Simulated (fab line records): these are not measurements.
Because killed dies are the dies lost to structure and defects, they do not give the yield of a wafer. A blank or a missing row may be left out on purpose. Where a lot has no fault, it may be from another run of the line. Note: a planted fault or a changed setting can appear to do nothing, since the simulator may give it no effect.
Comparing a struck lot with a sound one + flow sky130 + 26 out of 708 route steps
Sound: these wafers, L240.1, L240.3, L240.6. Wafers L246.4, L246.5, L246.6 were the ones struck. Last of all comes the cause.
Each step with rows lists, per side, the tool, then ch with its chambers, then its first start. Under that, the readings that differ: sound wafers + struck wafers + difference of the means + sigmas: that difference in standard deviations of wafers without a fault.
alike: a reading whose means differ by less than 2 such deviations, as well as words and numbers matching on both sides. not compared: withheld readings; readings where some wafer has no value; bounds like >300 that might hide an equal value; numbers whose values overlap and for which the record gives no deviation.
Wherever a step has rows on one side only, a row that says differs or no value, or a row with sigmas, the two part there. Numbers that don't overlap but have no deviation are shown without sigmas and don't part them. A reading missing from all wafers of one side parts the sides only when that side holds two or more wafers.

SKY_LDD_N_STRIP_16: strips in O2/N2.
  sound on plasma asher-02 ch 0,1, day 19 00:17; struck on plasma asher-04 ch 0,1, day 21 12:25
  alike: drypump motor current A, o2 flow sccm, oes product au, strip time to endpoint s
  not compared: rf hours counter h
SKY_LDD_N_TW_MEAS_17:
  sound: film metro-01 at day 19 00:23; struck: film metro-01 at day 21 12:31
  alike: LDD_N_TW
then, 7 steps without rows for these wafers: SKY_LDD_P_DEHYDRATE_00 (time 60 s); SKY_LDD_P_HMDS_01 (prime time 60 s); SKY_LDD_P_COAT_02 (resist thk 1140 nm); SKY_LDD_P_SOFTBAKE_03 (time 60 s); SKY_LDD_P_EXPOSE_04 (exposes mask PSDM, target cd 380 nm); SKY_LDD_P_PEB_05; SKY_LDD_P_DEVELOP_06 (develop time 60 s).
SKY_LDD_P_CD_MEAS_07: target cd 380 nm.
  sound: cd sem-02 at day 20 07:41; struck: cd sem-02 at day 22 18:33
| reading    | sound             | struck            | difference | sigmas |
|------------|-------------------|-------------------|------------|--------|
| cd nm (nm) | 378.9 379.6 375.6 | 384.9 386.7 386.0 | +7.8       | +3     |
SKY_LDD_P_OVL_MEAS_08:
  sound: overlay-02 at day 20 07:49; struck: overlay-01 at day 22 18:38
  alike: LDD_P_OVL
after that, 1 step had no rows for these wafers: SKY_LDD_P_IMPLANT_09.
SKY_LDD_P_STRIP_10: strips in O2/N2.
  sound on plasma asher-04 ch 0,1, day 20 08:00; struck on plasma asher-01 ch 0,1, day 22 18:50
| reading                                    | sound             | struck            | difference                    | sigmas |
|--------------------------------------------|-------------------|-------------------|-------------------------------|--------|
| oes product au (a.u.)                      | 0.721 0.718 0.714 | 0.955 0.947 0.948 | +0.232                        | +48    |
| strip time to endpoint s (s)               | 14.16 14.14 14.20 | - - -             | no value on the struck wafers |        |
| model.NOVOLAK_of_LDD_P_COAT_02.thk nm (nm) | 0 0 0             | 242.2 241.7 242.4 | +242.1                        |        |
  alike: drypump motor current A, o2 flow sccm
  not compared: rf hours counter h
SKY_LDD_P_TW_MEAS_11:
  sound: film metro-02 at day 20 08:06; struck: film metro-04 at day 22 18:56
  alike: LDD_P_TW
then, 7 steps without rows for these wafers: SKY_LDD_HVN_DEHYDRATE_00 (time 60 s); SKY_LDD_HVN_HMDS_01 (prime time 60 s); SKY_LDD_HVN_COAT_02 (resist thk 300 nm); SKY_LDD_HVN_SOFTBAKE_03 (time 60 s); SKY_LDD_HVN_EXPOSE_04 (exposes mask HVNTM, target cd 700 nm); SKY_LDD_HVN_PEB_05; SKY_LDD_HVN_DEVELOP_06 (develop time 60 s).
SKY_LDD_HVN_OVL_MEAS_07:
  sound: overlay-01 at day 21 14:58; struck: overlay-02 at day 24 01:01
  alike: LDD_HVN_OVL
after that, 1 step had no rows for these wafers: SKY_LDD_HVN_IMPLANT_08.
SKY_LDD_HVN_STRIP_09: strips in O2/N2.
  sound on plasma asher-01 ch 1, day 21 15:10; struck on plasma asher-03 ch 0,1, day 24 01:13
| reading                      | sound             | struck            | difference | sigmas      |
|------------------------------|-------------------|-------------------|------------|-------------|
| oes product au (a.u.)        | 0.404 0.411 0.406 | 0.573 0.561 0.566 | +0.160     | +35         |
| strip time to endpoint s (s) | 4.138 4.120 4.107 | 8.038 8.020 8.061 | +3.918     | +99 or more |
  alike: drypump motor current A, o2 flow sccm
  not compared: rf hours counter h
SKY_LDD_HVN_TW_MEAS_10:
  sound: film metro-03 at day 21 15:16; struck: film metro-03 at day 24 01:19
| reading    | sound          | struck   | difference | sigmas      |
|------------|----------------|----------|------------|-------------|
| LDD_HVN_TW | 1426 1425 1429 | 41 41 41 | -1386      | -99 or more |
then, 1 step without rows for these wafers: SKY_LDD_HVP_DEHYDRATE_00 (time 60 s).

== WHERE THEY PART ==
Last at SKY_LDD_HVN_TW_MEAS_10 as far as this record goes, first at SKY_LDD_P_CD_MEAS_07.

WHY: the cause the simulator had injected
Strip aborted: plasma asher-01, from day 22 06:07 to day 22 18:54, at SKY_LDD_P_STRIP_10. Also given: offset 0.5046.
